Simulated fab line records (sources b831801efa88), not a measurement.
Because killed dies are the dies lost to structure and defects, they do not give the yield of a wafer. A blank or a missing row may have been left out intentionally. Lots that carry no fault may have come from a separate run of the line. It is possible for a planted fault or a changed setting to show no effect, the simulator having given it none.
8D (eight disciplines) problem report, filled in by code || flow gf180mcu || the parts of the form that need people (team, actions taken, sign-off) are left out

## 1. WHAT WENT WRONG
At GF_STI_ETCH_13, run_length_s averages 120.2 s over 5 wafers from 3 lots, while fault-free wafers read 141.2 s, standard deviation 0.55. Measured from the usual mean, that is -38 standard deviations.
The step: etches the open film in CHF3/O2, stops on Si, target depth 282.31 nm, time 112.9 s.
The first sign was on wafer L798.1 at day 5 22:55, on rie_diel-01. At this step, 36 wafers from 12 lots have a number in the record. Rule for "out", or "out of limits": more than 4 standard deviations from the usual mean. Any other wafer with a number is counted as sound.

## 2. WHAT IT IS, WHAT IT ISN'T
{"question": "which readings at this step", "is": "run_length_s, oes_product_au, throttle_valve_pct", "is not": "drypump_motor_current_A"}
{"question": "which lots", "is": "L798, L799, L801", "is not": "L780, L782, L783, L784, L785, L789, L791, L792, L797"}
{"question": "which wafers of those lots", "is": "L798.1, L798.2, L799.2, L801.2, L801.4", "is not": "L798.5, L799.5, L799.6, L801.3"}
{"question": "read on which tools", "is": "rie_diel-01", "is not": "rie_diel-02, rie_diel-03"}
{"question": "when", "is": "from day 5 22:55", "is not": "up to then (28 sound wafers); but 3 sound wafers of L799, L801 came after"}

## 3. THE SUSPECTS, EACH WITH WHAT RULES IT OUT
Counting: any tool at a process step up to the reading remains a suspect provided it ran every lot that is out. Sound lots after the first of them don't rule it out here, since some wafers of a struck lot are sound.
- rie_diel-01 at GF_STI_ETCH_13 (etches the open film in CHF3/O2, stops on Si, target depth 282.31 nm, time 112.9 s): kept. Ran every lot that is out, first one L798 (day 5 22:55); last sound lot up to then L797 (day 5 17:16). Out on those wafers are its own readings of oes_product_au, run_length_s, throttle_valve_pct.
After counting, what remains is rie_diel-01 at GF_STI_ETCH_13.

## 4. THE CAUSE (what the simulator had put in)
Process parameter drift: rie_diel-01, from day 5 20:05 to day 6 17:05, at GF_STI_ETCH_13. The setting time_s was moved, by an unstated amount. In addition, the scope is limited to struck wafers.
This tool alone remained once counting was done.

## 5. THE CHAIN OF EFFECTS, in route order
Each row: a reading whose mean over the struck wafers that have a number lies more than 3 standard deviations from the usual. Scope: only readings with a usual standard deviation given in the record; hours: median across lots of the time from each lot's start at the first step in this table that gives one to its start at this step; sigmas: change in usual standard deviations.
{"hours": 0, "step": "GF_STI_ETCH_13", "reading": "oes_product_au", "usual": "0.834 a.u.", "on struck wafers": 1.003, "change": "+0.169", "sigmas": "+26"}
{"hours": 0, "step": "GF_STI_ETCH_13", "reading": "run_length_s", "usual": "141.2 s", "on struck wafers": 120.2, "change": -21.0, "sigmas": -38}
{"hours": 0, "step": "GF_STI_ETCH_13", "reading": "throttle_valve_pct", "usual": "8.811 %", "on struck wafers": 8.867, "change": "+0.056", "sigmas": "+6.0"}
{"hours": 0, "step": "GF_STI_STRIP_15", "reading": "oes_product_au", "usual": "0.384 a.u.", "on struck wafers": 0.405, "change": "+0.021", "sigmas": "+4.4"}
{"hours": 0, "step": "GF_STI_STRIP_15", "reading": "strip_time_to_endpoint_s", "usual": "3.73 s", "on struck wafers": 4.20, "change": "+0.47", "sigmas": "+7.9"}
Here are the process steps it includes:
- GF_STI_ETCH_13: etches the open film in CHF3/O2, stops on Si, target depth 282.31 nm, time 112.9 s.
- GF_STI_STRIP_15: strips in O2/N2.
Later steps that measure or inspect, where all struck wafers having a row at the step show a number for every such reading and not one has moved that far: GF_NSD_TW_MEAS_12.

## 6. HOW IT WOULD HAVE BEEN CAUGHT EARLIER
3 hours passed between the start of the fault at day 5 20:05 and the first reading out of limits in this record, taken at day 5 22:55.
